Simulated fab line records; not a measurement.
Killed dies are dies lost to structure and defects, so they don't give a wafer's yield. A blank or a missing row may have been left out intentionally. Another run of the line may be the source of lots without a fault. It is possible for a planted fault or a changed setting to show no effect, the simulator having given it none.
Comparing a struck lot with a sound one ; flow gf180mcu ; 14 steps out of a route of 602
Sound: these wafers, L653.4, L653.5, L653.6. Wafers L657.1, L657.3, L657.6 were the ones struck. The cause comes at the end.
For every step that has rows: the tool of each side, followed by ch and its chambers, followed by its first start. Under that, the readings that differ: sound wafers ; struck wafers ; difference of the means ; sigmas: that difference in standard deviations of wafers without a fault.
alike: words and numbers the same on both sides, and readings whose means are apart by under 2 such deviations; not compared: readings that were withheld, readings missing a value for some wafer, numbers with overlapping values and no deviation given by the record, and bounds like >300 which may hide the same value.
Wherever a step has rows on one side only, a row that says differs or no value, or a row with sigmas, the two part there. When numbers do not overlap yet have no deviation, they are printed without sigmas and do not part them. Lack of a reading on every wafer of one side parts them only where that side has two or more wafers.

GF_VT_IMPLANT_OVL_MEAS_07:
  sound on overlay-02, day 6 14:46; struck on overlay-01, day 7 18:47
  alike: VT_IMPLANT_OVL
next, for these wafers, 1 step has no rows: GF_VT_IMPLANT_IMPLANT_08.
GF_VT_IMPLANT_STRIP_09: strips in O2/N2.
  sound on plasma asher-02 ch 0,1, day 6 14:58; struck on plasma asher-01 ch 0,1, day 7 18:59
  alike: drypump motor current A, heater power w, n2 flow sccm, oes product au, strip time to endpoint s
  not compared: rf hours counter h
GF_VT_IMPLANT_TW_MEAS_10:
  sound on film metro-04, day 6 15:04; struck on film metro-01, day 7 19:05
  alike: VT_IMPLANT_TW
then, 7 steps without rows for these wafers: GF_VT_IMPLANT_DEHYDRATE_11 (time 60 s); GF_VT_IMPLANT_HMDS_12 (prime time 60 s); GF_VT_IMPLANT_COAT_13 (resist thk 1000 nm); GF_VT_IMPLANT_SOFTBAKE_14 (time 60 s); GF_VT_IMPLANT_EXPOSE_15 (exposes mask Nwell LV AREA, target cd 860 nm); GF_VT_IMPLANT_PEB_16; GF_VT_IMPLANT_DEVELOP_17 (develop time 60 s).
GF_VT_IMPLANT_OVL_MEAS_18:
  sound on overlay-02, day 7 06:13; struck on overlay-01, day 8 11:02
reading;sound;struck;difference;sigmas
VT_IMPLANT_01_OVL (nm);2.7 2.9 3.5;-0.3 -1.2 0.2;-3.5;-2
GF_VT_IMPLANT_IMPLANT_19:
  sound on implanter-01 ch 0, day 7 06:18; struck on implanter-01 ch 0, day 8 11:05
reading;sound;struck;difference;sigmas
beam energy keV;99.98 99.99 100.00;102.89 102.91 102.90;+2.91;+88
model.implant.drp nm (nm);24.08 24.08 24.08;24.65 24.65 24.65;+0.57;
GF_VT_IMPLANT_STRIP_20: strips in O2/N2.
  sound on plasma asher-04 ch 0,1, day 7 06:25; struck on plasma asher-02 ch 0,1, day 8 11:14
  alike: drypump motor current A, heater power w, n2 flow sccm, oes product au, strip time to endpoint s
  not compared: rf hours counter h

## WHERE THEY PART
Last at GF_VT_IMPLANT_IMPLANT_19 as far as this record goes, first at GF_VT_IMPLANT_OVL_MEAS_18. Later steps at which nothing parts them and some readings are alike: GF_VT_IMPLANT_STRIP_20.

WHY: whatever the simulator had introduced
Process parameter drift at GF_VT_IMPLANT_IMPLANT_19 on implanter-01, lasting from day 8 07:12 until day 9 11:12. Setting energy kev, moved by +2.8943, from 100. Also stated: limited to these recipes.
